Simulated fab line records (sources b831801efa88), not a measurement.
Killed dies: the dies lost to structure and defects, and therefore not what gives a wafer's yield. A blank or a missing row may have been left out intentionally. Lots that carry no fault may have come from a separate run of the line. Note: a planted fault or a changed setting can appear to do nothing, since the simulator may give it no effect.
One fault seen from 2 desks	flow sky130	what lay behind the numbers comes last; until then each desk has only its own

FOR THE TOOL OWNER'S DESK: litho track-01
The tool's own readings at SKY_LDD_HVN_SOFTBAKE_03 (time 60 s): means of the sampled wafers that have a number, for each lot that ran on this tool. A lot is out of limits, marked OUT, if its mean lies more than 4 standard deviations from the usual mean; the brackets give that distance.
Columns: A = chill plate temp C at SKY_LDD_HVN_SOFTBAKE_03, usual 22.99 C; B = heater power total W at SKY_LDD_HVN_SOFTBAKE_03, usual 56.59 W; C = run length s at SKY_LDD_HVN_SOFTBAKE_03, usual 88.95 s
lot	first seen here	A	B	C
L567	day 19 23:49	23.01	56.61	89.10
L568	day 20 10:09	22.93	56.62	89.05
L570	day 21 16:12	23.03	56.62	89.12
L572	day 22 11:57	23.01	56.63	89.06
L583	day 26 11:01	22.82	57.85 (+29) OUT	85.56 (-16) OUT
L585	day 26 20:31	22.99	57.84 (+28) OUT	85.51 (-16) OUT
This desk's verdict: out of limits on L583, L585, starting with L583 at day 26 11:01 (heater power total W at SKY_LDD_HVN_SOFTBAKE_03). Within limits: L567, L568, L570, L572.

AT THE METROLOGY DESK
What the gauges read for every lot (on any tool): the sampled wafers with a number, averaged. A lot is out of limits, marked OUT, if its mean lies more than 4 standard deviations from the usual mean; the brackets give that distance.
Columns: A = VT_ADJUST_PCH_OVL at SKY_VT_ADJUST_PCH_OVL_MEAS_07, usual -0.4 nm; B = cd nm at SKY_SONOS_TUNNEL_CD_MEAS_07, usual 410.3 nm; C = LDD_P_OVL at SKY_LDD_P_OVL_MEAS_08, usual -0.3 nm
lot	first seen here	A	B	C
L566	day 10 14:17	1.1	413.2	-0.7
L567	day 10 18:31	-2.3	412.2	-1.0
L568	day 11 05:20	-0.1	411.7	1.5
L569	day 11 15:37	-0.7	410.8	-0.5
L570	day 11 21:07	-0.2	407.9	1.0
L572	day 12 11:31	-0.6	407.5	-1.6
L573	day 12 22:52	-0.6	408.4	-1.5
L575	day 13 07:16	1.0	407.2	-0.9
L576	day 13 15:32	0.5	412.3	0.6
L581	day 15 04:18	-1.0	409.7	-1.4
L583	day 15 22:28	1.2	407.7	-0.6
L585	day 16 14:28	-0.2	412.1	0.0
L588	day 17 13:50	-0.3	412.0	-2.0
L589	day 17 17:14	0.5	409.5	1.8
Finding of this desk: none of the 14 lots has anything out of limits.

TAKEN TOGETHER
The tool owner's desk could have raised an alarm at day 26 11:01, on L583, L585.
At the metrology desk, nothing out of limits was observed.
The metrology desk holds a record of L583, L585, inside its limits.
The lots listed all ran SKY_LDD_HVN_SOFTBAKE_03 on litho track-01.

WHAT HAD BEEN PUT IN BY THE SIMULATOR
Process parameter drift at SKY_LDD_HVN_SOFTBAKE_03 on litho track-01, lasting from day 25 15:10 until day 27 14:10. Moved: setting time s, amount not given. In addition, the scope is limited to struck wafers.
Struck lots among those shown: L583, L585.
Delay in hours, fault start to first out-of-limits reading, by desk: the tool owner's desk at 20.
